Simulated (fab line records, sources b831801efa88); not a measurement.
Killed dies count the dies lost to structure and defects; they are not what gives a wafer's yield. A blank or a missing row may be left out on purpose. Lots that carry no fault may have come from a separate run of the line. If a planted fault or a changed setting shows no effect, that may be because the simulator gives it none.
One fault seen from 2 desks | flow gf180mcu | numbers are kept per desk, each desk with only its own; the story behind them comes last

== TOOL OWNER'S DESK, cvdW-01 ==
The tool's own readings at GF_V3_CVD_23 (deposits W, target thk 350 nm, time 104.9 s): means of the sampled wafers that have a number, for each lot that ran on this tool. Any lot whose mean is over 4 standard deviations away from the usual mean is out of limits and marked OUT; that distance is given in the brackets.
Columns: A = heaterPowerW at GF_V3_CVD_23, usual 848 W
lot  | first seen here | A
L941 | day 22 08:28    | 885
L942 | day 22 12:25    | 862
L944 | day 23 07:23    | 873
L947 | day 24 16:47    | 876
L950 | day 25 13:22    | 877
L953 | day 27 04:16    | 879
This desk's finding: nothing out of limits on any of the 6 lots.

== FROM THE METROLOGY DESK ==
What the gauges read, lot by lot, whatever tool the lot ran on: means of the sampled wafers that have a number. Any lot whose mean is over 4 standard deviations away from the usual mean is out of limits and marked OUT; that distance is given in the brackets.
Columns: A = V3_W_RS at GF_V3_RS_MEAS_24, usual 0.326 ohm/sq; B = V3_W_THK at GF_V3_THK_MEAS_25, usual 348 nm; C = M4_ALCU_RS at GF_M4_RS_MEAS_05, usual 0.0683 ohm/sq
lot  | first seen here | A               | B             | C
L941 | day 22 08:35    | 0.324           | 350           | 0.0672
L942 | day 22 12:33    | 0.324           | 355           | 0.0680
L944 | day 23 07:29    | 0.331           | 348           | 0.0677
L946 | day 24 10:22    | 0.324           | 351           | 0.0687
L947 | day 24 16:56    | 0.329           | 345           | 0.0680
L950 | day 25 13:29    | 0.455 (+39) OUT | 279 (-15) OUT | 0.0696
L953 | day 27 04:24    | 0.453 (+38) OUT | 279 (-15) OUT | 0.0690
L956 | day 27 20:41    | 0.327           | 342           | 0.0680
L959 | day 28 13:24    | 0.327           | 348           | 0.0690
L961 | day 28 22:20    | 0.327           | 347           | 0.0690
L962 | day 29 02:01    | 0.325           | 344           | 0.0682
Finding of this desk: L950, L953 out of limits, first seen on L950 at day 25 13:29 (V3_W_RS at GF_V3_RS_MEAS_24). Within limits: L941, L942, L944, L946, L947, L956, L959, L961, L962.

== PUT TOGETHER ==
Metrology desk: alarm possible at day 25 13:29 on L950, L953.
The tool owner's desk saw nothing out of limits.
On record at the tool owner's desk: L950, L953, within its limits.
All the named lots went through GF_V3_CVD_23 on cvdW-01.

== WHAT THE SIMULATOR HAD PUT IN ==
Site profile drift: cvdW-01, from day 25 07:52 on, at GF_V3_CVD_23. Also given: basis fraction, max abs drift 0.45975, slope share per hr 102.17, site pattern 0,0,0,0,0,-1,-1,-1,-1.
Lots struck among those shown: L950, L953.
Delay in hours, fault start to first out-of-limits reading, per desk: metrology desk 6.
